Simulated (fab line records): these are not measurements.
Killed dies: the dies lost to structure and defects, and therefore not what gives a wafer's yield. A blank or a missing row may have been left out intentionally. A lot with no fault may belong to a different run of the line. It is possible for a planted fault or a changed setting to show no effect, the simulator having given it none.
What tool caused it? || flow sky130 || 72 wafers sampled from 24 lots at 1 step of a route of 708

== WHAT THE GAUGES SHOWED, per wafer ==
SKY_CONTACT_BOW_MEAS_05. Usual: CONTACT_BOW typically reads 83 um, with standard deviation 6.9.
{"lot": "L075", "measured": "day 30 07:19", "on": "film-metro-04", "CONTACT_BOW (um)": "95 80 74", "flag": ""}
{"lot": "L074", "measured": "day 30 09:15", "on": "film-metro-04", "CONTACT_BOW (um)": "84 80 84", "flag": ""}
{"lot": "L076", "measured": "day 30 20:31", "on": "film-metro-02", "CONTACT_BOW (um)": "87 87 89", "flag": ""}
{"lot": "L077", "measured": "day 31 02:27", "on": "film-metro-02", "CONTACT_BOW (um)": "75 76 81", "flag": ""}
{"lot": "L078", "measured": "day 31 17:32", "on": "film-metro-02", "CONTACT_BOW (um)": "96 89 83", "flag": ""}
{"lot": "L079", "measured": "day 32 01:21", "on": "film-metro-04", "CONTACT_BOW (um)": "87 83 80", "flag": ""}
{"lot": "L080", "measured": "day 32 06:10", "on": "film-metro-04", "CONTACT_BOW (um)": "79 82 73", "flag": ""}
{"lot": "L081", "measured": "day 32 15:36", "on": "film-metro-04", "CONTACT_BOW (um)": "79 78 79", "flag": ""}
{"lot": "L082", "measured": "day 32 19:53", "on": "film-metro-04", "CONTACT_BOW (um)": "76 74 98", "flag": ""}
{"lot": "L083", "measured": "day 33 06:29", "on": "film-metro-04", "CONTACT_BOW (um)": "86 77 79", "flag": ""}
{"lot": "L084", "measured": "day 33 17:53", "on": "film-metro-02", "CONTACT_BOW (um)": "86 81 86", "flag": ""}
{"lot": "L085", "measured": "day 34 01:42", "on": "film-metro-04", "CONTACT_BOW (um)": "85 87 93", "flag": ""}
{"lot": "L086", "measured": "day 34 05:34", "on": "film-metro-04", "CONTACT_BOW (um)": "83 74 78", "flag": ""}
{"lot": "L087", "measured": "day 34 15:05", "on": "film-metro-02", "CONTACT_BOW (um)": "70 90 79", "flag": ""}
{"lot": "L088", "measured": "day 34 22:15", "on": "film-metro-02", "CONTACT_BOW (um)": "69 83 99", "flag": ""}
{"lot": "L089", "measured": "day 34 22:40", "on": "film-metro-04", "CONTACT_BOW (um)": "76 90 81", "flag": ""}
{"lot": "L090", "measured": "day 35 10:40", "on": "film-metro-04", "CONTACT_BOW (um)": "83 82 81", "flag": ""}
{"lot": "L091", "measured": "day 35 16:42", "on": "film-metro-03", "CONTACT_BOW (um)": "83 82 84", "flag": ""}
{"lot": "L092", "measured": "day 35 19:55", "on": "film-metro-02", "CONTACT_BOW (um)": "85 84 86", "flag": ""}
{"lot": "L093", "measured": "day 36 00:09", "on": "film-metro-04", "CONTACT_BOW (um)": "88 100 100", "flag": ""}
{"lot": "L094", "measured": "day 36 23:24", "on": "film-metro-04", "CONTACT_BOW (um)": "86 90 90", "flag": ""}
{"lot": "L095", "measured": "day 37 10:07", "on": "film-metro-02", "CONTACT_BOW (um)": "87 86 82", "flag": ""}
{"lot": "L097", "measured": "day 37 18:25", "on": "film-metro-03", "CONTACT_BOW (um)": "73 89 99", "flag": ""}
{"lot": "L096", "measured": "day 38 04:02", "on": "film-metro-02", "CONTACT_BOW (um)": "75 84 86", "flag": ""}

== WHICH TOOL RAN EACH LOT (tool, then ch and the chambers of the sampled wafers, then the start) ==
Record: no process step prior to these readings.

== AS READ BY THE TOOLS THEMSELVES (means over the sampled wafers that have a number; for cases with no such wafer, the mark the record gives instead) ==
The record holds no such reading with a usual standard deviation.

== THE ANSWER, worked out from the rows above alone ==
Rule: take the mean of a lot's wafers that have a number; if it is more than 3 standard deviations from the usual mean, the lot is off. A lot without any number at a reading at which 4 lots or more have one is off too. All remaining lots with rows at the step are treated as sound. First the gauges in route order, then the tools' own readings, where a lot's mean is used as printed above. At the first step where some lot is off, the reading lying furthest off is the one used; lots without a number count as furthest.
Nothing can be told from this: no lot is off at any reading shown.

== WHAT THE SIMULATOR HAD INSERTED ==
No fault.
